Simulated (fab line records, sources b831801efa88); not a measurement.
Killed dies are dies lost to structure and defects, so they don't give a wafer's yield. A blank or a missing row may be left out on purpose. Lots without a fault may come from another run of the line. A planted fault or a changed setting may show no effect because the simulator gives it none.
Which tool did it? | flow gf180mcu | 6 lots, 18 wafers sampled, at 3 steps of a route of 602

WHAT THE GAUGES READ, wafer by wafer
GF_VT_IMPLANT_TW_MEAS_10.
lot  | measured     | on            | VT_IMPLANT_TW
L984 | day 6 03:11  | film_metro-03 | 565.9 561.1 564.3
L989 | day 7 11:44  | film_metro-02 | 558.0 558.0 560.8
L993 | day 8 12:52  | film_metro-02 | 560.3 562.3 563.7
L995 | day 9 00:21  | film_metro-03 | 563.4 560.3 562.6
L101 | day 10 13:21 | film_metro-04 | 591.9 591.1 587.9
L103 | day 11 02:13 | film_metro-02 | 561.9 560.3 557.6

WHICH TOOL RAN EACH LOT (tool, then ch and the chambers of the sampled wafers, then the start)
lot  | GF_STI_ETCH_13                    | GF_VT_IMPLANT_IMPLANT_08
L984 | rie_diel-02 ch 0,3, day 2 12:06   | implanter-04 ch 0, day 6 02:58
L989 | rie_diel-03 ch 0,1,2, day 3 14:31 | implanter-01 ch 0, day 7 11:31
L993 | rie_diel-03 ch 0,1,3, day 4 10:49 | implanter-02 ch 0, day 8 12:37
L995 | rie_diel-02 ch 0,1,3, day 4 20:51 | implanter-02 ch 0, day 9 00:07
L101 | rie_diel-02 ch 1,2, day 6 03:58   | implanter-02 ch 0, day 10 13:07
L103 | rie_diel-02 ch 0,1,3, day 6 14:03 | implanter-04 ch 0, day 11 01:59
- GF_STI_ETCH_13: etches the open film in CHF3/O2, stops on Si, target depth 282.31 nm, time 112.9 s.
- GF_VT_IMPLANT_IMPLANT_08

THE ANSWER, worked out from the rows above alone
Rule: what is usual is taken from the lots themselves. Put in order of their means at a reading, lots are off if they are a third of the lots or fewer, leave a main group of 4 or more, and stand apart from it by a gap of 3 or more times the standard deviation of the main group's means; of several such gaps the widest counts. A main group whose means are all the same, to the digits that the tables above print for the reading, isn't used. A lot without any number at a reading at which 4 lots or more have one is off too. The other lots that the step has rows for count as sound.
Off: L101, at GF_VT_IMPLANT_TW_MEAS_10 (VT_IMPLANT_TW). The main group: mean 561.4, standard deviation 1.7.
A tool fits if, at a process step before that reading, it ran every lot that is off, and no sound lot after the first of them. The gauges at GF_VT_IMPLANT_TW_MEAS_10 are tried like those tools. Can't be told from this: 2 tools fit, implanter-02 at GF_VT_IMPLANT_IMPLANT_08, film_metro-04 at GF_VT_IMPLANT_TW_MEAS_10.

WHAT THE SIMULATOR HAD PUT IN
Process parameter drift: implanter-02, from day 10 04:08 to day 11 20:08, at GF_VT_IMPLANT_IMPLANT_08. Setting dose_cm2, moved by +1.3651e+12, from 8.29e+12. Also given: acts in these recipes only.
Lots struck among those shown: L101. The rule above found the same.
